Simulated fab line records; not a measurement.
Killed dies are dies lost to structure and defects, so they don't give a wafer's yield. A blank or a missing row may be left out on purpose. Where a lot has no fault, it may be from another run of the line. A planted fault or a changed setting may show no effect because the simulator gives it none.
fab line records :: flow gf180mcu
record:
  lots: 6
  wafers: 18
  last_day: 34
route steps=602 shown V5@541
lots untouched by any fault: they come from a run of this same line in which no faults occurred
start_h: the number of hours between the record's first day and the start of the first shown wafer of the lot :: wait_h: hours from the lot's prior step to this one :: " identical to the entry in the row above :: L1.1+2: a row that stands for several wafers :: - no value present, or no start provided :: * or withheld: withheld :: < > ~ a bound
route shown NAME@n: a module of which the file shows steps, and the number in the route of the first :: usual: average and standard deviation across the fault-free wafers :: same: alike in all rows :: chamber/n: place in a boat :: sites: per-site readings :: _std_site: the standard deviation of these :: _edge_site: mean of outer sites minus mean of inner sites :: radius_mm: how far each site lies from the wafer's centre :: mask NAME#n: copy n :: behind: tool/chamber where the wafer was last shaped :: hold: why the lot was held/for how many hours/how that ended :: device: which transistor (n, p or np) failed to switch :: end of line: tests of these same wafers at the route's end :: step lacking rows: just its recipe :: killed: count of dies lost to structure and defects at first sort (not the wafer's yield) :: map: per-die view of a wafer (x killed, . not killed, _ where there is no die)
set.NAME: the run value of the setting; set.NAME@STEP: its run value at that earlier step :: model.NAME: the simulator's own value behind a step, which no gauge read
lots at selected steps of the route; one table per step, one row per wafer
services: when a tool's chamber went out of use (start_h, in hours from the record's first day, below 0 if earlier), for how many hours, and the reason
== steps ==
step: GF_V5_THK_MEAS_01
recipe:
  reads: SiO2_of_V5_CVD_00
usual:
  V5_CVD_00_THK: 300.4/3
lot.wafer: L660.1
tool: film_metro-03
chamber: -
start_h: 626.48
wait_h: 0.0
V5_CVD_00_THK[nm]: 299.1

lot.wafer: L660.4
tool: film_metro-03
chamber: -
start_h: 626.48
wait_h: 0.0
V5_CVD_00_THK[nm]: 298.6

lot.wafer: L660.5
tool: film_metro-03
chamber: -
start_h: 626.48
wait_h: 0.0
V5_CVD_00_THK[nm]: 299.1

lot.wafer: L663.3
tool: film_metro-03
chamber: -
start_h: 653.69
wait_h: 0.0
V5_CVD_00_THK[nm]: 306.8

lot.wafer: L663.5
tool: film_metro-03
chamber: -
start_h: 653.69
wait_h: 0.0
V5_CVD_00_THK[nm]: 303.6

lot.wafer: L663.6
tool: film_metro-03
chamber: -
start_h: 653.69
wait_h: 0.0
V5_CVD_00_THK[nm]: 304.3

lot.wafer: L664.1
tool: film_metro-01
chamber: -
start_h: 660.38
wait_h: 0.0
V5_CVD_00_THK[nm]: 301.5

lot.wafer: L664.2
tool: film_metro-01
chamber: -
start_h: 660.38
wait_h: 0.0
V5_CVD_00_THK[nm]: 299.8

lot.wafer: L664.5
tool: film_metro-01
chamber: -
start_h: 660.38
wait_h: 0.0
V5_CVD_00_THK[nm]: 301.3

lot.wafer: L671.2
tool: film_metro-01
chamber: -
start_h: 716.35
wait_h: 0.0
V5_CVD_00_THK[nm]: 298.5

lot.wafer: L671.3
tool: film_metro-01
chamber: -
start_h: 716.35
wait_h: 0.0
V5_CVD_00_THK[nm]: 295.6

lot.wafer: L671.5
tool: film_metro-01
chamber: -
start_h: 716.35
wait_h: 0.0
V5_CVD_00_THK[nm]: 302.1

lot.wafer: L675.1
tool: film_metro-03
chamber: -
start_h: 743.55
wait_h: 0.0
V5_CVD_00_THK[nm]: 301.2

lot.wafer: L675.4
tool: film_metro-03
chamber: -
start_h: 743.55
wait_h: 0.0
V5_CVD_00_THK[nm]: 300.8

lot.wafer: L675.5
tool: film_metro-03
chamber: -
start_h: 743.55
wait_h: 0.0
V5_CVD_00_THK[nm]: 304.9

lot.wafer: L680.2
tool: film_metro-01
chamber: -
start_h: 765.24
wait_h: 0.0
V5_CVD_00_THK[nm]: 299.1

lot.wafer: L680.4
tool: film_metro-01
chamber: -
start_h: 765.24
wait_h: 0.0
V5_CVD_00_THK[nm]: 302.4

lot.wafer: L680.6
tool: film_metro-01
chamber: -
start_h: 765.24
wait_h: 0.0
V5_CVD_00_THK[nm]: 303.1
step: GF_V5_CVD_02
recipe:
  material: SiO2
  target_thk_nm: 1450
  precursor: TEOS
  temp_c: 400
  time_s: 163.28
  rf_w: 600
usual:
  heater_power_w: 658/85
lot.wafer: L660.1
tool: pecvd-02
chamber: 2
start_h: 626.54
wait_h: 0.1
heater_power_w: 626
since_wet_clean_h: 660

lot.wafer: L660.4
tool: pecvd-02
chamber: 1
start_h: 626.54
wait_h: 0.1
heater_power_w: 744
since_wet_clean_h: -

lot.wafer: L660.5
tool: pecvd-02
chamber: 2
start_h: 626.54
wait_h: 0.1
heater_power_w: 505
since_wet_clean_h: -

lot.wafer: L663.3
tool: pecvd-04
chamber: 2
start_h: 653.73
wait_h: 0.0
heater_power_w: 624
since_wet_clean_h: 271

lot.wafer: L663.5
tool: pecvd-04
chamber: 1
start_h: 653.73
wait_h: 0.0
heater_power_w: 796
since_wet_clean_h: -

lot.wafer: L663.6
tool: pecvd-04
chamber: 0
start_h: 653.73
wait_h: 0.0
heater_power_w: 651
since_wet_clean_h: -

lot.wafer: L664.1
tool: pecvd-02
chamber: 1
start_h: 660.44
wait_h: 0.1
heater_power_w: 708
since_wet_clean_h: 694

lot.wafer: L664.2
tool: pecvd-02
chamber: 2
start_h: 660.44
wait_h: 0.1
heater_power_w: 511
since_wet_clean_h: 694

lot.wafer: L664.5
tool: pecvd-02
chamber: 1
start_h: 660.44
wait_h: 0.1
heater_power_w: 775
since_wet_clean_h: -

lot.wafer: L671.2
tool: pecvd-04
chamber: 1
start_h: 716.40
wait_h: 0.0
heater_power_w: 787
since_wet_clean_h: 334

lot.wafer: L671.3
tool: pecvd-04
chamber: 0
start_h: 716.40
wait_h: 0.0
heater_power_w: 642
since_wet_clean_h: 334

lot.wafer: L671.5
tool: pecvd-04
chamber: 0
start_h: 716.40
wait_h: 0.0
heater_power_w: 510
since_wet_clean_h: -

lot.wafer: L675.1
tool: pecvd-01
chamber: 0
start_h: 743.61
wait_h: 0.1
heater_power_w: 571
since_wet_clean_h: 139

lot.wafer: L675.4
tool: pecvd-01
chamber: 1
start_h: 743.61
wait_h: 0.1
heater_power_w: 543
since_wet_clean_h: -

lot.wafer: L675.5
tool: pecvd-01
chamber: 0
start_h: 743.61
wait_h: 0.1
heater_power_w: 612
since_wet_clean_h: -

lot.wafer: L680.2
tool: pecvd-02
chamber: 1
start_h: 765.29
wait_h: 0.0
heater_power_w: 623
since_wet_clean_h: 799

lot.wafer: L680.4
tool: pecvd-02
chamber: 0
start_h: 765.29
wait_h: 0.0
heater_power_w: 762
since_wet_clean_h: -

lot.wafer: L680.6
tool: pecvd-02
chamber: 1
start_h: 765.29
wait_h: 0.0
heater_power_w: 721
since_wet_clean_h: -
step: GF_V5_THK_MEAS_03
recipe:
  reads: SiO2_of_V5_CVD_02
usual:
  V5_CVD_02_THK: 1449/20
lot.wafer: L660.1
tool: film_metro-01
chamber: -
start_h: 626.64
wait_h: 0.1
V5_CVD_02_THK[nm]: 1435

lot.wafer: L660.4
tool: film_metro-01
chamber: -
start_h: 626.64
wait_h: 0.1
V5_CVD_02_THK[nm]: 1454

lot.wafer: L660.5
tool: film_metro-01
chamber: -
start_h: 626.64
wait_h: 0.1
V5_CVD_02_THK[nm]: 1448

lot.wafer: L663.3
tool: film_metro-01
chamber: -
start_h: 653.86
wait_h: 0.1
V5_CVD_02_THK[nm]: 1430

lot.wafer: L663.5
tool: film_metro-01
chamber: -
start_h: 653.86
wait_h: 0.1
V5_CVD_02_THK[nm]: 1436

lot.wafer: L663.6
tool: film_metro-01
chamber: -
start_h: 653.86
wait_h: 0.1
V5_CVD_02_THK[nm]: 1445

lot.wafer: L664.1
tool: film_metro-03
chamber: -
start_h: 660.54
wait_h: 0.1
V5_CVD_02_THK[nm]: 1413

lot.wafer: L664.2
tool: film_metro-03
chamber: -
start_h: 660.54
wait_h: 0.1
V5_CVD_02_THK[nm]: 1422

lot.wafer: L664.5
tool: film_metro-03
chamber: -
start_h: 660.54
wait_h: 0.1
V5_CVD_02_THK[nm]: 1451

lot.wafer: L671.2
tool: film_metro-03
chamber: -
start_h: 716.51
wait_h: 0.1
V5_CVD_02_THK[nm]: 1456

lot.wafer: L671.3
tool: film_metro-03
chamber: -
start_h: 716.51
wait_h: 0.1
V5_CVD_02_THK[nm]: 1435

lot.wafer: L671.5
tool: film_metro-03
chamber: -
start_h: 716.51
wait_h: 0.1
V5_CVD_02_THK[nm]: 1470

lot.wafer: L675.1
tool: film_metro-01
chamber: -
start_h: 743.72
wait_h: 0.1
V5_CVD_02_THK[nm]: 1441

lot.wafer: L675.4
tool: film_metro-01
chamber: -
start_h: 743.72
wait_h: 0.1
V5_CVD_02_THK[nm]: 1463

lot.wafer: L675.5
tool: film_metro-01
chamber: -
start_h: 743.72
wait_h: 0.1
V5_CVD_02_THK[nm]: 1474

lot.wafer: L680.2
tool: film_metro-03
chamber: -
start_h: 765.41
wait_h: 0.1
V5_CVD_02_THK[nm]: 1483

lot.wafer: L680.4
tool: film_metro-03
chamber: -
start_h: 765.41
wait_h: 0.1
V5_CVD_02_THK[nm]: 1482

lot.wafer: L680.6
tool: film_metro-03
chamber: -
start_h: 765.41
wait_h: 0.1
V5_CVD_02_THK[nm]: 1485
step: GF_V5_CMP_04
recipe:
  material: SiO2
  down_force_psi: 4
  platen_rpm: 60
  pad_velocity_m_s: 0.94248
usual:
  motor_current_A: 11.0/0.67
lot.wafer: L660.4
tool: cmp-02
chamber: 0
start_h: 626.75
wait_h: 0.1
motor_current_A: 10.9

lot.wafer: L660.1
tool: cmp-02
chamber: 2
start_h: 626.75
wait_h: 0.1
motor_current_A: 11.6

lot.wafer: L660.5
tool: cmp-02
chamber: 0
start_h: 626.75
wait_h: 0.1
motor_current_A: 10.9

lot.wafer: L663.3
tool: cmp-02
chamber: 2
start_h: 654.00
wait_h: 0.1
motor_current_A: 11.4

lot.wafer: L663.5
tool: cmp-02
chamber: 0
start_h: 654.00
wait_h: 0.1
motor_current_A: 10.6

lot.wafer: L663.6
tool: cmp-02
chamber: 1
start_h: 654.00
wait_h: 0.1
motor_current_A: 12.3

lot.wafer: L664.1
tool: cmp-02
chamber: 1
start_h: 660.88
wait_h: 0.3
motor_current_A: 11.1

lot.wafer: L664.2
tool: cmp-02
chamber: 2
start_h: 660.88
wait_h: 0.3
motor_current_A: 11.3

lot.wafer: L664.5
tool: cmp-02
chamber: 2
start_h: 660.88
wait_h: 0.3
motor_current_A: 11.5

lot.wafer: L671.2
tool: cmp-02
chamber: 0
start_h: 716.61
wait_h: 0.1
motor_current_A: 10.3

lot.wafer: L671.3
tool: cmp-02
chamber: 2
start_h: 716.61
wait_h: 0.1
motor_current_A: 11.3

lot.wafer: L671.5
tool: cmp-02
chamber: 3
start_h: 716.61
wait_h: 0.1
motor_current_A: 10.4

lot.wafer: L675.4
tool: cmp-01
chamber: 0
start_h: 743.83
wait_h: 0.1
motor_current_A: 10.1

lot.wafer: L675.1
tool: cmp-01
chamber: 2
start_h: 743.83
wait_h: 0.1
motor_current_A: 12.0

lot.wafer: L675.5
tool: cmp-01
chamber: 0
start_h: 743.83
wait_h: 0.1
motor_current_A: 10.1

lot.wafer: L680.4
tool: cmp-02
chamber: 0
start_h: 766.29
wait_h: 0.9
motor_current_A: 10.9

lot.wafer: L680.2
tool: cmp-02
chamber: 1
start_h: 766.29
wait_h: 0.9
motor_current_A: 12.0

lot.wafer: L680.6
tool: cmp-02
chamber: 0
start_h: 766.29
wait_h: 0.9
motor_current_A: 10.5
step: GF_V5_BOW_MEAS_05
recipe:
  mode: bow
usual:
  V5_BOW: 134/9.4
lot.wafer: L660.1
tool: film_metro-03
chamber: -
start_h: 627.00
wait_h: 0.1
V5_BOW[um]: 129

lot.wafer: L660.4
tool: film_metro-03
chamber: -
start_h: 627.00
wait_h: 0.1
V5_BOW[um]: 129

lot.wafer: L660.5
tool: film_metro-03
chamber: -
start_h: 627.00
wait_h: 0.1
V5_BOW[um]: 129

lot.wafer: L663.3
tool: film_metro-02
chamber: -
start_h: 654.24
wait_h: 0.2
V5_BOW[um]: 126

lot.wafer: L663.5
tool: film_metro-02
chamber: -
start_h: 654.24
wait_h: 0.2
V5_BOW[um]: 130

lot.wafer: L663.6
tool: film_metro-02
chamber: -
start_h: 654.24
wait_h: 0.2
V5_BOW[um]: 144

lot.wafer: L664.1
tool: film_metro-01
chamber: -
start_h: 661.18
wait_h: 0.2
V5_BOW[um]: 142

lot.wafer: L664.2
tool: film_metro-01
chamber: -
start_h: 661.18
wait_h: 0.2
V5_BOW[um]: 128

lot.wafer: L664.5
tool: film_metro-01
chamber: -
start_h: 661.18
wait_h: 0.2
V5_BOW[um]: 113

lot.wafer: L671.2
tool: film_metro-03
chamber: -
start_h: 716.88
wait_h: 0.2
V5_BOW[um]: 124

lot.wafer: L671.3
tool: film_metro-03
chamber: -
start_h: 716.88
wait_h: 0.2
V5_BOW[um]: 130

lot.wafer: L671.5
tool: film_metro-03
chamber: -
start_h: 716.88
wait_h: 0.2
V5_BOW[um]: 136

lot.wafer: L675.1
tool: film_metro-03
chamber: -
start_h: 744.08
wait_h: 0.1
V5_BOW[um]: 147

lot.wafer: L675.4
tool: film_metro-03
chamber: -
start_h: 744.08
wait_h: 0.1
V5_BOW[um]: 134

lot.wafer: L675.5
tool: film_metro-03
chamber: -
start_h: 744.08
wait_h: 0.1
V5_BOW[um]: 134

lot.wafer: L680.2
tool: film_metro-02
chamber: -
start_h: 766.56
wait_h: 0.2
V5_BOW[um]: 134

lot.wafer: L680.4
tool: film_metro-02
chamber: -
start_h: 766.56
wait_h: 0.2
V5_BOW[um]: 129

lot.wafer: L680.6
tool: film_metro-02
chamber: -
start_h: 766.56
wait_h: 0.2
V5_BOW[um]: 142
step: GF_V5_DEHYDRATE_06
recipe:
  temp_c: 200
  time_s: 60
step: GF_V5_HMDS_07
recipe:
  prime_time_s: 60
  prime_temp_c: 120
step: GF_V5_COAT_08
recipe:
  resist: BARC
  temp_c: withheld
  time_s: withheld
  spin_rpm: withheld
  resist_thk_nm: withheld
step: GF_V5_COAT_09
recipe:
  resist: KrF
  spin_rpm: withheld
  resist_thk_nm: 1000
step: GF_V5_SOFTBAKE_10
recipe:
  temp_c: 130
  time_s: 60
  resist: KrF
step: GF_V5_EXPOSE_11
recipe:
  mask_id: Via5
  target_cd_nm: 260
  na: 0.68
  source_shape: conventional
  sigma_outer: 0.6
  dose_mj: 38
step: GF_V5_PEB_12
recipe:
  peb_temp_c: 135
  peb_time_s: 90
  resist: KrF
step: GF_V5_DEVELOP_13
recipe:
  develop_time_s: 60
  resist: KrF
  dev_temp_c: 21
usual:
  chill_plate_temp_C: 22.99/0.12
  develop_time_s: 60/0
lot.wafer: L660.1
tool: litho_track-01
chamber: 0
start_h: 646.89
wait_h: 0.2
chill_plate_temp_C: 23.16
develop_time_s: 60
model.KrF_of_V5_COAT_09.thk_nm: 982.8

lot.wafer: L660.4
tool: litho_track-01
chamber: 0
start_h: 646.89
wait_h: 0.2
chill_plate_temp_C: 23.04
develop_time_s: 60
model.KrF_of_V5_COAT_09.thk_nm: 986.2

lot.wafer: L660.5
tool: litho_track-01
chamber: 0
start_h: 646.89
wait_h: 0.2
chill_plate_temp_C: 22.95
develop_time_s: 60
model.KrF_of_V5_COAT_09.thk_nm: 982.7

lot.wafer: L663.3
tool: litho_track-02
chamber: -
start_h: 673.24
wait_h: 0.1
chill_plate_temp_C: -
develop_time_s: -
model.KrF_of_V5_COAT_09.thk_nm: 1003

lot.wafer: L663.5
tool: litho_track-02
chamber: -
start_h: 673.24
wait_h: 0.1
chill_plate_temp_C: -
develop_time_s: -
model.KrF_of_V5_COAT_09.thk_nm: 1007

lot.wafer: L663.6
tool: litho_track-02
chamber: -
start_h: 673.24
wait_h: 0.1
chill_plate_temp_C: -
develop_time_s: -
model.KrF_of_V5_COAT_09.thk_nm: 1004

lot.wafer: L664.1
tool: litho_track-03
chamber: -
start_h: 680.12
wait_h: 0.2
chill_plate_temp_C: -
develop_time_s: -
model.KrF_of_V5_COAT_09.thk_nm: 996.9

lot.wafer: L664.2
tool: litho_track-03
chamber: -
start_h: 680.12
wait_h: 0.2
chill_plate_temp_C: -
develop_time_s: -
model.KrF_of_V5_COAT_09.thk_nm: 997

lot.wafer: L664.5
tool: litho_track-03
chamber: -
start_h: 680.12
wait_h: 0.2
chill_plate_temp_C: -
develop_time_s: -
model.KrF_of_V5_COAT_09.thk_nm: 997

lot.wafer: L671.2
tool: litho_track-03
chamber: 0
start_h: 734.45
wait_h: 0.2
chill_plate_temp_C: 22.94
develop_time_s: 60
model.KrF_of_V5_COAT_09.thk_nm: 988.4

lot.wafer: L671.3
tool: litho_track-03
chamber: 0
start_h: 734.45
wait_h: 0.2
chill_plate_temp_C: 23.10
develop_time_s: 60
model.KrF_of_V5_COAT_09.thk_nm: 989.8

lot.wafer: L671.5
tool: litho_track-03
chamber: 0
start_h: 734.45
wait_h: 0.2
chill_plate_temp_C: 22.89
develop_time_s: 60
model.KrF_of_V5_COAT_09.thk_nm: 987.6

lot.wafer: L675.1
tool: litho_track-03
chamber: 0
start_h: 760.62
wait_h: 0.2
chill_plate_temp_C: 23.18
develop_time_s: 60
model.KrF_of_V5_COAT_09.thk_nm: 978.6

lot.wafer: L675.4
tool: litho_track-03
chamber: 0
start_h: 760.62
wait_h: 0.2
chill_plate_temp_C: 22.91
develop_time_s: 60
model.KrF_of_V5_COAT_09.thk_nm: 982.7

lot.wafer: L675.5
tool: litho_track-03
chamber: 0
start_h: 760.62
wait_h: 0.2
chill_plate_temp_C: 23.01
develop_time_s: 60
model.KrF_of_V5_COAT_09.thk_nm: 981.2

lot.wafer: L680.2
tool: litho_track-02
chamber: 0
start_h: 782.52
wait_h: 0.2
chill_plate_temp_C: 23.12
develop_time_s: 60
model.KrF_of_V5_COAT_09.thk_nm: 989.2

lot.wafer: L680.4
tool: litho_track-02
chamber: 0
start_h: 782.52
wait_h: 0.2
chill_plate_temp_C: 22.88
develop_time_s: 60
model.KrF_of_V5_COAT_09.thk_nm: 987.8

lot.wafer: L680.6
tool: litho_track-02
chamber: 0
start_h: 782.52
wait_h: 0.2
chill_plate_temp_C: 22.78
develop_time_s: 60
model.KrF_of_V5_COAT_09.thk_nm: 984.8
step: GF_V5_CD_MEAS_14
recipe:
  target_cd_nm: 260
usual:
  cd_nm: 260.0/1.2
lot.wafer: L660.1
tool: cd_sem-02
chamber: -
start_h: 647.04
wait_h: 0.1
cd_nm: 259.9

lot.wafer: L660.4
tool: cd_sem-02
chamber: -
start_h: 647.04
wait_h: 0.1
cd_nm: 259.3

lot.wafer: L660.5
tool: cd_sem-02
chamber: -
start_h: 647.04
wait_h: 0.1
cd_nm: 259.3

lot.wafer: L663.3
tool: cd_sem-02
chamber: -
start_h: 673.38
wait_h: 0.1
cd_nm: -

lot.wafer: L663.5
tool: cd_sem-02
chamber: -
start_h: 673.38
wait_h: 0.1
cd_nm: -

lot.wafer: L663.6
tool: cd_sem-02
chamber: -
start_h: 673.38
wait_h: 0.1
cd_nm: -

lot.wafer: L664.1
tool: cd_sem-01
chamber: -
start_h: 680.27
wait_h: 0.1
cd_nm: -

lot.wafer: L664.2
tool: cd_sem-01
chamber: -
start_h: 680.27
wait_h: 0.1
cd_nm: -

lot.wafer: L664.5
tool: cd_sem-01
chamber: -
start_h: 680.27
wait_h: 0.1
cd_nm: -

lot.wafer: L671.2
tool: cd_sem-02
chamber: -
start_h: 734.60
wait_h: 0.1
cd_nm: 261.3

lot.wafer: L671.3
tool: cd_sem-02
chamber: -
start_h: 734.60
wait_h: 0.1
cd_nm: 259.7

lot.wafer: L671.5
tool: cd_sem-02
chamber: -
start_h: 734.60
wait_h: 0.1
cd_nm: 261.0

lot.wafer: L675.1
tool: cd_sem-02
chamber: -
start_h: 760.77
wait_h: 0.1
cd_nm: 259.1

lot.wafer: L675.4
tool: cd_sem-02
chamber: -
start_h: 760.77
wait_h: 0.1
cd_nm: 261.5

lot.wafer: L675.5
tool: cd_sem-02
chamber: -
start_h: 760.77
wait_h: 0.1
cd_nm: 261.0

lot.wafer: L680.2
tool: cd_sem-02
chamber: -
start_h: 782.66
wait_h: 0.1
cd_nm: 260.5

lot.wafer: L680.4
tool: cd_sem-02
chamber: -
start_h: 782.66
wait_h: 0.1
cd_nm: 260.8

lot.wafer: L680.6
tool: cd_sem-02
chamber: -
start_h: 782.66
wait_h: 0.1
cd_nm: 260.8
== services ==
tool: pecvd-04
chamber: -
start_h: 604.44
hours: 0.7
kind: repair

tool: pecvd-01
chamber: 0
start_h: 605.12
hours: -
kind: clean

tool: pecvd-01
chamber: 1
start_h: 605.12
hours: -
kind: clean

tool: pecvd-01
chamber: 2
start_h: 605.12
hours: -
kind: clean

tool: pecvd-04
chamber: -
start_h: 628.70
hours: 2.8
kind: pm

tool: pecvd-02
chamber: 0
start_h: 645.34
hours: 11.7
kind: repair

tool: cmp-01
chamber: -
start_h: 652.95
hours: 5.0
kind: pm

tool: cmp-01
chamber: -
start_h: 657.96
hours: 15.5
kind: pm

tool: cmp-02
chamber: -
start_h: 668.86
hours: 0.3
kind: repair

tool: cmp-01
chamber: -
start_h: 672.61
hours: 7.8
kind: repair

tool: cmp-01
chamber: -
start_h: 689.02
hours: 0.8
kind: repair

tool: cmp-01
chamber: -
start_h: 744.08
hours: 4.0
kind: pm

tool: cmp-01
chamber: -
start_h: 748.08
hours: -
kind: consumable_replace:conditioner

tool: cmp-01
chamber: -
start_h: 748.08
hours: -
kind: consumable_replace:pad

tool: cmp-01
chamber: -
start_h: 756.38
hours: 10.8
kind: repair
== key ==
first_sign:
  step: GF_V5_DEVELOP_13
  reading: tool_record
  direction: missing
effect none on later readings
model_effect:
  step: GF_V5_DEVELOP_13
  value: KrF_of_V5_COAT_09.thk_nm
  without: 985.8
  struck: 1001
met_at GF_V5_DEVELOP_13
struck_wafers L663.3,L663.5,L663.6,L664.1,L664.2,L664.5
later_rows_left_out L663.3,L663.5,L663.6,L664.1,L664.2,L664.5
sort_left_out L663.3,L663.5,L663.6,L664.1,L664.2,L664.5
fault:
  kind: skipped_step_whole
  tool: litho_track-02,litho_track-03
  chamber: -
  onset_h: 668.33
  steps: GF_V5_DEVELOP_13
  scope: struck_lots_only
sort_left_out: the simulated sort isn't trusted on such a fault, so these wafers' sort isn't shown, and their yield isn't known
later_rows_left_out: the simulator's readings of these wafers behind a module that went badly wrong aren't trusted and aren't shown, but for the sort
